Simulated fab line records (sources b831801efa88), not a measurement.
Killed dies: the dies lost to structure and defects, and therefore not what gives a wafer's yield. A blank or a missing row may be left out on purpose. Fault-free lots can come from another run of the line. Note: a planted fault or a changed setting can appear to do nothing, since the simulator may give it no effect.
fab line records -- flow sfq-line
[record] lots = 5, wafers = 14, last-day = 94
route steps=325 shown M1@66 I1@73 M2@88 I2@103 I6@269
lots that met no fault: taken from a fault-free run of the same line
start-h: hours from the record's opening day to when the first of the lot's shown wafers began -- wait-h: hours from the lot's prior step to this one -- " the same as in the row above -- L1.1+2: several wafers, shown together as one row -- - value missing, or start not given -- * or withheld: withheld -- < > ~ a bound
route shown NAME@n: names a module that has steps shown in the file, with the first one's number in the route -- usual: the fault-free wafers' mean and standard deviation -- same: alike in all rows -- chamber/n: place in a boat -- sites: per-site readings -- _std_site: the values' standard deviation -- _edge_site: mean of outer sites minus mean of inner sites -- radius-mm: how far each site lies from the wafer's centre -- mask NAME#n: copy n -- behind: the tool/chamber that last shaped the wafer -- hold: what put the lot on hold/how long, in hours/how the hold closed -- device: which transistor (n, p or np) failed to switch -- end of line: at the end of the route, the tests of the same wafers -- a step with no rows: only its recipe -- killed: at the first sort, the dies lost to defects and structure; wafer yield is something else -- map: the dies of a wafer, with x for killed, . for not killed, _ for no die there
set.NAME: setting as actually run; set.NAME@STEP: the setting as run at that earlier step -- model.NAME: the simulator's own value behind a step, which no gauge read
a table for each step, a row for each wafer; lots at some steps of the route
services: a tool's chamber out of use, with start hour (start-h, from the record's first day; less than 0 if before it), hours out, and reason
[[steps]]
[step SFQ_TRILAYER_M1_LITHO_PEB_042]
[recipe] peb-temp-c = 115, peb-time-s = 60, resist = KrF
[step SFQ_TRILAYER_M1_LITHO_DEVELOP_041]
[recipe] time-s = 60, resist = KrF
[step SFQ_M1_OVL_MEAS_911]
[usual] M1_OVL = 1/4.9
lot.wafer,tool,chamber,start-h,wait-h,M1_OVL[nm]
L372.2,overlay-02,-,280.75,0.1,6
L372.3,overlay-02,-,280.75,0.1,2
L372.4,overlay-02,-,280.75,0.1,6
L383.1,overlay-02,-,377.55,0.1,3
L383.6,overlay-02,-,377.55,0.1,5
L390.3,overlay-02,-,421.95,0.1,-3
L390.4,overlay-02,-,421.95,0.1,-3
L390.5,overlay-02,-,421.95,0.1,-1
L391.1,overlay-01,-,426.73,0.1,6
L391.5,overlay-01,-,426.73,0.1,3
L391.6,overlay-01,-,426.73,0.1,5
L393.1,overlay-02,-,444.53,0.1,4
L393.3,overlay-02,-,444.53,0.1,-2
L393.5,overlay-02,-,444.53,0.1,3
[step SFQ_TRILAYER_M1_BARC_OPEN_METAL_ETCH_054]
[recipe] mask-material = PR, chemistry = O2, target-depth-nm = 125, target = BARC, icp-w = 600, bias-w = 80, pressure-mtorr = 10, time-s = 41.7
[usual] drypump-motor-current-A = 5.8/0.44, oes-product-au = 0.686/0.0045
lot.wafer,tool,chamber,start-h,wait-h,drypump-motor-current-A,oes-product-au,rf-hours-counter-h
L372.2,rie-metal-02,0,280.78,0.0,6.3,0.682,31
L372.3,rie-metal-02,0,280.78,0.0,6.3,0.689,-
L372.4,rie-metal-02,1,280.78,0.0,5.9,0.686,-
L383.1,rie-metal-01,0,377.59,0.0,5.0,0.678,129
L383.6,rie-metal-01,0,377.59,0.0,5.0,0.685,-
L390.3,rie-metal-04,1,421.99,0.0,5.6,0.675,-
L390.4,rie-metal-04,0,421.99,0.0,6.2,0.682,-
L390.5,rie-metal-04,1,421.99,0.0,5.7,0.691,-
L391.1,rie-metal-04,0,426.77,0.0,6.2,0.686,7
L391.5,rie-metal-04,0,426.77,0.0,6.2,0.687,-
L391.6,rie-metal-04,1,426.77,0.0,5.7,0.690,-
L393.1,rie-metal-01,1,444.57,0.0,5.6,0.677,42
L393.3,rie-metal-01,1,444.57,0.0,5.6,0.682,-
L393.5,rie-metal-01,1,444.57,0.0,5.6,0.684,-
[step SFQ_TRILAYER_M1_ETCH_METAL_ETCH_042]
[recipe] target = Nb, stop-on = SiO2, mask-material = PR, chemistry = Cl2/Ar, target-depth-nm = 240, icp-w = 600, bias-w = 80, pressure-mtorr = 10, time-s = 120
[usual] drypump-motor-current-A = 5.8/0.44, oes-product-au = 0.893/0.007
lot.wafer,tool,chamber,start-h,wait-h,drypump-motor-current-A,oes-product-au,rf-hours-counter-h
L372.2,rie-metal-02,0,280.84,0.0,6.3,0.882,31
L372.3,rie-metal-02,0,280.84,0.0,6.3,0.893,-
L372.4,rie-metal-02,1,280.84,0.0,5.8,0.896,-
L383.1,rie-metal-01,0,377.65,0.0,5.0,0.881,129
L383.6,rie-metal-01,0,377.65,0.0,5.0,0.880,-
L390.3,rie-metal-04,1,422.07,0.1,5.6,0.893,-
L390.4,rie-metal-04,0,422.07,0.1,6.2,0.890,-
L390.5,rie-metal-04,1,422.07,0.1,5.7,0.892,-
L391.1,rie-metal-04,0,426.83,0.0,6.2,0.887,7
L391.5,rie-metal-04,0,426.83,0.0,6.2,0.896,-
L391.6,rie-metal-04,1,426.83,0.0,5.7,0.894,-
L393.1,rie-metal-01,1,444.63,0.0,5.6,0.899,42
L393.3,rie-metal-01,1,444.63,0.0,5.6,0.900,-
L393.5,rie-metal-01,1,444.63,0.0,5.6,0.900,-
[step SFQ_TRILAYER_M1_STRIP_STRIP_043]
[recipe] gas = O2, power-w = 200, platen-temp-c = 40, overash-fraction = 0.65, chemistry = O2, pressure-mtorr = 50
[step SFQ_TRILAYER_M1_STRIP_SOLV_CLEAN_044]
[recipe] chemistry = NMP, temp-c = 70, time-s = 600
[step SFQ_TRILAYER_I1_DEP_PECVD_045]
[recipe] material = SiO2, temp-c = 150, time-s = 111.11, pressure-torr = 2.4, rf-w = 183.3, precursor = SiH4/N2O, target-thk-nm = 500
[step SFQ_TRILAYER_I1_CMP_CMP_046]
[recipe] material = SiO2, down-force-psi = 3, platen-rpm = 60, pad-velocity-m-s = 0.94248
[step SFQ_I1_BOW_MEAS_912]
[recipe] mode = bow
[usual] I1_BOW = 2/9.1
lot.wafer,tool,chamber,start-h,wait-h,I1_BOW[um]
L372.2,film-metro-02,-,284.84,1.0,8
L372.3,film-metro-02,-,284.84,1.0,15
L372.4,film-metro-02,-,284.84,1.0,2
L383.1,film-metro-01,-,383.61,1.0,2
L383.6,film-metro-01,-,383.61,1.0,9
L390.3,film-metro-03,-,426.25,2.5,6
L390.4,film-metro-03,-,426.25,2.5,-13
L390.5,film-metro-03,-,426.25,2.5,-5
L391.1,film-metro-03,-,432.21,2.5,0
L391.5,film-metro-03,-,432.21,2.5,9
L391.6,film-metro-03,-,432.21,2.5,15
L393.1,film-metro-03,-,449.21,1.0,-24
L393.3,film-metro-03,-,449.21,1.0,-11
L393.5,film-metro-03,-,449.21,1.0,2
[step SFQ_TRILAYER_I1_METRO_MEASURE_047]
[usual] thk-nm = 199.0/1.4
lot.wafer,tool,chamber,start-h,wait-h,thk-nm
L372.2,film-metro-02,-,285.14,0.3,198.6
L372.3,film-metro-02,-,285.14,0.3,199.5
L372.4,film-metro-02,-,285.14,0.3,199.2
L383.1,film-metro-01,-,383.73,0.1,199.5
L383.6,film-metro-01,-,384.73,1.0,200.0
L390.3,film-metro-03,-,426.73,0.5,199.1
L390.4,film-metro-03,-,426.73,0.5,201.1
L390.5,film-metro-03,-,426.73,0.5,199.5
L391.1,film-metro-03,-,432.33,0.1,199.0
L391.5,film-metro-03,-,432.33,0.1,200.2
L391.6,film-metro-03,-,432.33,0.1,198.8
L393.1,film-metro-03,-,449.33,0.1,197.3
L393.3,film-metro-03,-,449.33,0.1,200.1
L393.5,film-metro-03,-,449.33,0.1,198.6
[step SFQ_TRILAYER_I1_VIA_LITHO_COAT_054]
[recipe] resist = BARC, spin-rpm = 3000, resist-thk-nm = 62
[step SFQ_TRILAYER_I1_VIA_LITHO_COAT_049]
[recipe] resist = KrF, spin-rpm = 3000, resist-thk-nm = 650
[usual] spin-speed-rpm = 3000.0/1.8
lot.wafer,tool,chamber,start-h,wait-h,spin-speed-rpm,model.KrF_of_TRILAYER_I1_VIA_LITHO_COAT_049.thk-nm
L372.2,litho-track-03,0,286.49,0.2,2997.7,652.5
L372.3,litho-track-03,0,286.49,0.2,2995.9,648.6
L372.4,litho-track-03,0,286.49,0.2,2998.8,651.1
L383.1,litho-track-03,0,385.23,0.2,2999.7,650.2
L383.6,litho-track-03,0,385.23,0.2,3001.0,783.8
L390.3,litho-track-04,0,427.93,0.2,3003.8,648.6
L390.4,litho-track-04,0,427.93,0.2,3002.0,647.9
L390.5,litho-track-04,0,427.93,0.2,3001.7,648.3
L391.1,litho-track-01,0,433.85,0.2,3002.5,649.8
L391.5,litho-track-01,0,433.85,0.2,2996.3,650
L391.6,litho-track-01,0,433.85,0.2,3002.2,649.7
L393.1,litho-track-01,0,450.83,0.2,2999.6,648.4
L393.3,litho-track-01,0,450.83,0.2,3001.6,649.3
L393.5,litho-track-01,0,450.83,0.2,2998.3,649.5
[step SFQ_TRILAYER_I1_VIA_LITHO_SOFTBAKE_053]
[recipe] temp-c = withheld, time-s = withheld, resist = KrF
[step SFQ_TRILAYER_I1_VIA_LITHO_EXPOSE_050]
[recipe] mask-id = I1, na = 0.6, source-shape = conventional, sigma-outer = 0.65, target-cd-nm = 500, dose-mj = 21.3
[step SFQ_TRILAYER_I1_VIA_LITHO_PEB_052]
[recipe] peb-temp-c = 115, peb-time-s = 60, resist = KrF
[step SFQ_TRILAYER_I1_VIA_LITHO_DEVELOP_051]
[recipe] time-s = 60, resist = KrF
[step SFQ_I1_OVL_MEAS_913]
[usual] I1_OVL = 0/6.1
lot.wafer,tool,chamber,start-h,wait-h,I1_OVL[nm]
L372.2,overlay-02,-,391.94,0.1,1
L372.3,overlay-02,-,391.94,0.1,-1
L372.4,overlay-02,-,391.94,0.1,5
L383.1,overlay-01,-,502.13,0.1,8
L383.6,overlay-01,-,502.13,0.1,1
L390.3,overlay-01,-,554.31,0.1,-4
L390.4,overlay-01,-,554.31,0.1,0
L390.5,overlay-01,-,554.31,0.1,-3
L391.1,overlay-02,-,565.10,0.1,0
L391.5,overlay-02,-,565.10,0.1,-1
L391.6,overlay-02,-,565.10,0.1,2
L393.1,overlay-01,-,578.42,0.1,-7
L393.3,overlay-01,-,578.42,0.1,-1
L393.5,overlay-01,-,578.42,0.1,-2
[step SFQ_TRILAYER_I1_VIA_BARC_OPEN_VIA_ETCH_071]
[recipe] mask-material = PR, chemistry = O2, target-depth-nm = 125, target = BARC, source-w = 500, bias-w = 80, pressure-mtorr = 30, time-s = 41.7
[usual] drypump-motor-current-A = 5.5/0.42, oes-product-au = 0.685/0.0046
lot.wafer,tool,chamber,start-h,wait-h,drypump-motor-current-A,oes-product-au,rf-hours-counter-h,model.I1.cd-nm
L372.2,rie-diel-04,0,391.97,0.0,5.0,0.685,13,495.3
L372.3,rie-diel-04,1,391.97,0.0,5.6,0.687,30,496
L372.4,rie-diel-04,3,391.97,0.0,6.3,0.685,15,494.9
L383.1,rie-diel-02,0,502.17,0.0,5.6,0.678,3,499.4
L383.6,rie-diel-02,1,502.17,0.0,6.2,0.684,-,493.2
L390.3,rie-diel-01,3,554.33,0.0,5.7,0.678,1,499.9
L390.4,rie-diel-01,2,554.33,0.0,4.9,0.686,3,500.6
L390.5,rie-diel-01,0,554.33,0.0,5.4,0.679,-,500.2
L391.1,rie-diel-04,1,565.13,0.0,5.6,0.688,33,500.7
L391.5,rie-diel-04,3,565.13,0.0,6.3,0.690,-,498.3
L391.6,rie-diel-04,0,565.13,0.0,5.0,0.693,-,498.5
L393.1,rie-diel-02,3,578.46,0.0,5.8,0.685,57,498.6
L393.3,rie-diel-02,1,578.46,0.0,6.1,0.683,79,497.5
L393.5,rie-diel-02,1,578.46,0.0,6.1,0.687,-,499
[step SFQ_TRILAYER_I1_VIA_ETCH_VIA_ETCH_052]
[recipe] target = SiO2, stop-on = Nb, mask-material = PR, taper-deg = 20, chemistry = CHF3, target-depth-nm = 260, source-w = 500, bias-w = 80, pressure-mtorr = 30, time-s = withheld
[usual] drypump-motor-current-A = 5.5/0.42, oes-product-au = 0.852/0.0057
lot.wafer,tool,chamber,start-h,wait-h,drypump-motor-current-A,oes-product-au,model.KrF_of_TRILAYER_I1_VIA_LITHO_COAT_049.thk-nm,model.I1.cd-nm
L372.2,rie-diel-04,0,392.01,0.0,5.0,0.852,530.7,491.6
L372.3,rie-diel-04,1,392.01,0.0,5.6,0.850,527.9,496.7
L372.4,rie-diel-04,3,392.01,0.0,6.3,0.849,530,494
L383.1,rie-diel-02,0,502.21,0.0,5.5,0.851,527.8,499
L383.6,rie-diel-02,1,502.21,0.0,6.1,0.847,662.2,489.6
L390.3,rie-diel-01,3,554.37,0.0,5.6,0.855,526.9,496
L390.4,rie-diel-01,2,554.37,0.0,4.8,0.863,528.1,503.3
L390.5,rie-diel-01,0,554.37,0.0,5.4,0.860,525.5,500.7
L391.1,rie-diel-04,1,565.17,0.0,5.6,0.857,528.2,503.4
L391.5,rie-diel-04,3,565.17,0.0,6.3,0.854,530,498.4
L391.6,rie-diel-04,0,565.17,0.0,5.0,0.840,526.6,495.7
L393.1,rie-diel-02,3,578.50,0.0,5.9,0.846,529.3,496.9
L393.3,rie-diel-02,1,578.50,0.0,6.1,0.854,528.4,494
L393.5,rie-diel-02,1,578.50,0.0,6.1,0.849,528.4,495.4
[step SFQ_TRILAYER_I1_VIA_STRIP_STRIP_053]
[recipe] gas = O2, power-w = 200, platen-temp-c = 40, overash-fraction = 0.65, chemistry = O2, pressure-mtorr = 50
[step SFQ_TRILAYER_I1_VIA_STRIP_SOLV_CLEAN_054]
[recipe] chemistry = NMP, temp-c = 70, time-s = 600
[step SFQ_TRILAYER_M2_DEP_PRE_CLEAN_056]
[recipe] gas = Ar, time-s = 22.5, bias-v = 250
[step SFQ_TRILAYER_M2_DEP_SPUTTER_055]
[recipe] material = Nb, base-pressure-pa = 1.33e-06, chamber-pressure-pa = 0.1333, substrate-temp-c = 20, resputter-cathode-voltage-v = 400, target-thk-nm = 200, power-w = 2000, time-s = 133.3
[step SFQ_M2_RS_MEAS_914]
[recipe] thk-meas-gauge = four-point-probe, reads = Nb_of_TRILAYER_M2_DEP_SPUTTER_055
[usual] M2_NB_RS = 0.886/0.012
lot.wafer,tool,chamber,start-h,wait-h,M2_NB_RS[ohm/sq]
L372.2,film-metro-04,-,393.04,0.1,0.880
L372.3,film-metro-04,-,393.04,0.1,0.896
L372.4,film-metro-04,-,393.04,0.1,0.892
L383.1,film-metro-02,-,503.22,0.0,0.893
L383.6,film-metro-02,-,503.22,0.0,0.900
L390.3,film-metro-03,-,555.42,0.1,0.901
L390.4,film-metro-03,-,555.42,0.1,0.902
L390.5,film-metro-03,-,555.42,0.1,0.902
L391.1,film-metro-04,-,566.18,0.0,0.894
L391.5,film-metro-04,-,566.18,0.0,0.901
L391.6,film-metro-04,-,566.18,0.0,0.881
L393.1,film-metro-04,-,579.51,0.0,0.896
L393.3,film-metro-04,-,579.51,0.0,0.887
L393.5,film-metro-04,-,579.51,0.0,0.912
[step SFQ_TRILAYER_M2_LITHO_COAT_062]
[recipe] resist = BARC, spin-rpm = 3000, resist-thk-nm = 62
[step SFQ_TRILAYER_M2_LITHO_COAT_057]
[recipe] resist = KrF, spin-rpm = 3000, resist-thk-nm = 600
[step SFQ_TRILAYER_M2_LITHO_SOFTBAKE_061]
[recipe] temp-c = withheld, time-s = withheld, resist = KrF
[step SFQ_TRILAYER_M2_LITHO_EXPOSE_058]
[recipe] mask-id = M2, na = 0.6, source-shape = conventional, sigma-outer = 0.65, target-cd-nm = 500, dose-mj = 14.4
[step SFQ_TRILAYER_M2_LITHO_PEB_060]
[recipe] peb-temp-c = 115, peb-time-s = 60, resist = KrF
[step SFQ_TRILAYER_M2_LITHO_DEVELOP_059]
[recipe] time-s = 60, resist = KrF
[step SFQ_M2_OVL_MEAS_916]
[usual] M2_OVL = -2/5.3
lot.wafer,tool,chamber,start-h,wait-h,M2_OVL[nm]
L372.2,overlay-01,-,510.54,0.1,2
L372.3,overlay-01,-,510.54,0.1,4
L372.4,overlay-01,-,510.54,0.1,3
L383.1,overlay-01,-,655.07,0.1,-12
L383.6,overlay-01,-,655.07,0.1,1
L390.3,overlay-02,-,707.42,0.1,-1
L390.4,overlay-02,-,707.42,0.1,-3
L390.5,overlay-02,-,707.42,0.1,-7
L391.1,overlay-01,-,715.94,0.1,4
L391.5,overlay-01,-,715.94,0.1,9
L391.6,overlay-01,-,715.94,0.1,1
L393.1,overlay-02,-,724.46,0.1,-8
L393.3,overlay-02,-,724.46,0.1,-3
L393.5,overlay-02,-,724.46,0.1,-6
[step SFQ_TRILAYER_M2_BARC_OPEN_METAL_ETCH_077]
[recipe] mask-material = PR, chemistry = O2, target-depth-nm = 125, target = BARC, icp-w = 600, bias-w = 80, pressure-mtorr = 10, time-s = 41.7
[usual] drypump-motor-current-A = 5.6/0.56, oes-product-au = 0.685/0.0049
lot.wafer,tool,chamber,start-h,wait-h,drypump-motor-current-A,oes-product-au,rf-hours-counter-h
L372.2,rie-metal-01,0,510.57,0.0,5.0,0.691,153
L372.3,rie-metal-01,0,510.57,0.0,5.0,0.685,-
L372.4,rie-metal-01,1,510.57,0.0,5.6,0.686,-
L383.1,rie-metal-03,1,655.10,0.0,6.5,0.683,116
L383.6,rie-metal-03,1,655.10,0.0,6.6,0.691,-
L390.3,rie-metal-01,1,707.47,0.0,5.6,0.678,-
L390.4,rie-metal-01,0,707.47,0.0,5.0,0.684,-
L390.5,rie-metal-01,1,707.47,0.0,5.6,0.692,-
L391.1,rie-metal-03,0,715.97,0.0,5.1,0.681,101
L391.5,rie-metal-03,1,715.97,0.0,6.5,0.686,-
L391.6,rie-metal-03,0,715.97,0.0,5.1,0.681,-
L393.1,rie-metal-03,1,724.50,0.0,6.5,0.689,126
L393.3,rie-metal-03,1,724.50,0.0,6.5,0.679,-
L393.5,rie-metal-03,0,724.50,0.0,5.0,0.690,-
[step SFQ_TRILAYER_M2_ETCH_METAL_ETCH_060]
[recipe] target = Nb, stop-on = SiO2, mask-material = PR, chemistry = Cl2/Ar, target-depth-nm = 240, icp-w = 600, bias-w = 80, pressure-mtorr = 10, time-s = 120
[step SFQ_TRILAYER_M2_STRIP_STRIP_061]
[recipe] gas = O2, power-w = 200, platen-temp-c = 40, overash-fraction = 0.65, chemistry = O2, pressure-mtorr = 50
[step SFQ_TRILAYER_M2_STRIP_SOLV_CLEAN_062]
[recipe] chemistry = NMP, temp-c = 70, time-s = 600
[step SFQ_TRILAYER_I2_DEP_PECVD_063]
[recipe] material = SiO2, temp-c = 150, time-s = 111.11, pressure-torr = 2.4, rf-w = 183.3, precursor = SiH4/N2O, target-thk-nm = 500
[usual] heater-power-w = 85/15, throttle-valve-pct = 25.2/1.5
lot.wafer,tool,chamber,start-h,wait-h,heater-power-w,throttle-valve-pct
L372.2,pecvd-04,2,511.53,0.0,99,23.8
L372.3,pecvd-04,1,511.53,0.0,70,25.6
L372.4,pecvd-04,2,511.53,0.0,104,23.6
L383.1,pecvd-01,2,656.06,0.0,73,24.1
L383.6,pecvd-01,0,656.06,0.0,84,22.8
L390.3,pecvd-01,1,708.41,0.0,72,24.2
L390.4,pecvd-01,2,708.41,0.0,75,23.9
L390.5,pecvd-01,1,708.41,0.0,74,24.3
L391.1,pecvd-04,0,716.93,0.0,68,28.1
L391.5,pecvd-04,2,716.93,0.0,117,23.8
L391.6,pecvd-04,0,716.93,0.0,71,27.9
L393.1,pecvd-03,2,725.46,0.0,84,25.3
L393.3,pecvd-03,1,725.46,0.0,84,25.6
L393.5,pecvd-03,2,725.46,0.0,84,25.4
[step SFQ_TRILAYER_I2_CMP_CMP_064]
[recipe] material = SiO2, down-force-psi = 3, platen-rpm = 60, pad-velocity-m-s = 0.94248
[step SFQ_I2_BOW_MEAS_917]
[recipe] mode = bow
[usual] I2_BOW = 3/9.5
lot.wafer,tool,chamber,start-h,wait-h,I2_BOW[um]
L372.2,film-metro-03,-,516.43,2.0,0
L372.3,film-metro-03,-,516.43,2.0,7
L372.4,film-metro-03,-,516.43,2.0,-5
L383.1,film-metro-01,-,673.47,2.0,6
L383.6,film-metro-01,-,673.47,2.0,14
L390.3,film-metro-03,-,723.83,2.5,9
L390.4,film-metro-03,-,723.83,2.5,-10
L390.5,film-metro-03,-,723.83,2.5,-3
L391.1,film-metro-01,-,729.79,2.0,4
L391.5,film-metro-01,-,729.79,2.0,13
L391.6,film-metro-01,-,729.79,2.0,19
L393.1,film-metro-04,-,735.79,1.5,-20
L393.3,film-metro-04,-,735.79,1.5,-7
L393.5,film-metro-04,-,735.79,1.5,6
[step SFQ_TRILAYER_I2_METRO_MEASURE_065]
[step SFQ_TRILAYER_I2_VIA_LITHO_COAT_072]
[recipe] resist = BARC, spin-rpm = 3000, resist-thk-nm = 62
[step SFQ_TRILAYER_I6_METRO_MEASURE_167]
[usual] thk-nm = 198.3/1.6
lot.wafer,tool,chamber,start-h,wait-h,thk-nm
L372.2,film-metro-02,-,1717.27,0.3,199.5
L372.3,film-metro-02,-,1717.27,0.3,201.1
L372.4,film-metro-02,-,1717.27,0.3,200.6
L383.1,film-metro-02,-,1861.24,3.0,199.0
L383.6,film-metro-02,-,1862.24,3.9,199.0
L383.1,film-metro-02,-,1862.61,1.2,199.0
L383.6,film-metro-02,-,1863.61,1.2,199.0
L390.3,film-metro-01,-,1877.34,0.5,199.3
L390.4,film-metro-01,-,1877.34,0.5,197.1
L390.5,film-metro-01,-,1877.34,0.5,200.6
L391.1,film-metro-04,-,1878.05,0.1,196.2
L391.5,film-metro-04,-,1878.05,0.1,195.5
L391.6,film-metro-04,-,1878.05,0.1,197.4
L393.1,film-metro-01,-,1971.39,0.1,198.6
L393.3,film-metro-01,-,1971.39,0.1,199.0
L393.5,film-metro-01,-,1971.39,0.1,198.5
[[services]]
tool,chamber,start-h,hours,kind
rie-diel-04,2,263.37,6.1,repair
rie-metal-04,1,289.96,2.2,repair
rie-diel-04,3,328.68,15.6,repair
rie-metal-04,1,331.70,15.4,repair
rie-diel-04,-,403.28,2.0,repair
rie-diel-04,3,458.62,1.5,repair
rie-diel-04,2,461.56,15.3,repair
rie-diel-04,0,467.82,12.6,repair
rie-diel-04,2,481.07,8.9,repair
rie-diel-04,3,485.43,4.3,repair
rie-metal-01,0,618.26,5.6,repair
rie-metal-01,-,749.53,3.8,repair
rie-metal-01,-,820.28,2.8,pm
rie-metal-01,0,885.55,20.9,repair
rie-metal-01,1,1377.48,26.9,repair
rie-metal-01,0,1419.09,12.7,repair
rie-metal-01,1,1422.15,2.5,repair
rie-metal-01,-,1429.45,0.6,repair
rie-metal-01,-,1534.44,0.8,repair
rie-metal-01,-,1628.96,4.3,pm
rie-metal-01,0,1643.45,5.8,repair
rie-metal-01,1,1689.12,1.5,repair
rie-metal-01,-,1824.43,1.4,pm
rie-metal-01,-,1920.28,2.8,pm
[[key]]
[first-sign] step = SFQ_TRILAYER_I6_METRO_MEASURE_167, reading = visit, direction = added
effect none on later readings
[model-effect] step = SFQ_TRILAYER_I1_VIA_LITHO_COAT_049, value = KrF_of_TRILAYER_I1_VIA_LITHO_COAT_049.thk-nm, without = 649.9, struck = 783.8
[model-effect] step = SFQ_TRILAYER_I1_VIA_BARC_OPEN_VIA_ETCH_071, value = I1.cd-nm, without = 498, struck = 493.2
[model-effect] step = SFQ_TRILAYER_I1_VIA_ETCH_VIA_ETCH_052, value = KrF_of_TRILAYER_I1_VIA_LITHO_COAT_049.thk-nm, without = 528.3, struck = 662.2
met-at SFQ_TRILAYER_I1_VIA_LITHO_COAT_049
struck-wafers L383.6
onset-between 286.49 385.23
[fault] kind = process-parameter-drift, tool = litho-track-03, chamber = -, onset-h = 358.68, steps = SFQ_TRILAYER_I1_VIA_LITHO_COAT_049, channel = resist-thk-nm, offset = 133.89, shape = step, end-h = 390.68, scope = struck-wafers-only, acts-in = these-recipes-only, stated = 650
